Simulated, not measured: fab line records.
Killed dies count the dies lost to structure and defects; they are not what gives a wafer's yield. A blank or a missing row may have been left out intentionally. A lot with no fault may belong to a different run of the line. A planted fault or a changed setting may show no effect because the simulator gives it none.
Chamber matching -- flow sky130 -- 4 sister chambers for SKY_VIA4_CMP_21 on cmp-01
The step polishes, stops on SiO2, t overpolish 25 s, target thk 0 nm. 16 wafers are shown with their chamber, then 8 later ones without.

WAFERS WITH THEIR CHAMBER
wafer,chamber,motorCurrentA (A),timeToEndpointS (s),overpolishRunS (s)
L075.3,2,11.7,120,25.000
L075.4,1,9.1,122,24.989
L075.6,0,9.0,116,25.010
L076.1,1,9.1,123,25.007
L076.2,3,11.0,120,24.998
L076.3,2,11.7,121,25.007
L077.2,3,12.3,126,24.999
L077.4,1,9.0,125,25.007
L077.5,3,11.7,121,24.999
L082.3,2,12.3,129,24.994
L082.5,2,11.9,130,25.002
L082.6,3,11.5,119,25.020
L083.3,3,11.2,122,24.982
L083.5,1,9.2,122,24.980
L083.6,2,11.5,124,25.008
L084.1,2,11.8,127,24.991

SIGNATURES, as means of the wafers listed above
reading,chamber 0,chamber 1,chamber 2,chamber 3,scatter within a chamber
motorCurrentA,9.000,9.100,11.817,11.540,0.342
timeToEndpointS,116.00,123.00,125.17,121.60,3.19
overpolishRunS,25.01000,24.99575,25.00033,24.99960,0.0112
Rule: a wafer lies at a distance from a chamber equal to the root of the sum of squares, over the readings, of (its reading less the chamber's mean, divided by the reading's scatter). The wafer belongs to the nearest chamber; if the next one is less than 2 further off, it can't be placed. The scatter is the square root of a quotient: the sum, over the shown wafers, of each reading's squared deviation from its chamber's mean, divided by wafers minus chambers.

WAFERS WITH NO CHAMBER GIVEN
wafer,motorCurrentA (A),timeToEndpointS (s),overpolishRunS (s)
L084.4,8.8,125,25.014
L084.6,11.9,121,24.991
L086.3,11.3,126,25.000
L086.5,11.4,124,24.995
L086.6,11.3,128,25.002
L088.1,8.7,125,25.007
L088.2,11.2,129,24.997
L088.6,9.2,129,25.001

WHICH CHAMBER EACH ONE RAN IN
wafer,from the rows above,in truth
L084.4,can't be placed: 1 or 0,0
L084.6,can't be placed: 3 or 2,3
L086.3,can't be placed: 2 or 3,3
L086.5,can't be placed: 3 or 2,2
L086.6,can't be placed: 2 or 3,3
L088.1,can't be placed: 1 or 0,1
L088.2,can't be placed: 2 or 3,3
L088.6,1,1
Placed correctly: 1 of 8. Not placeable from these rows: 7 (in 7, the candidates include the true chamber). Placed wrongly: 0.
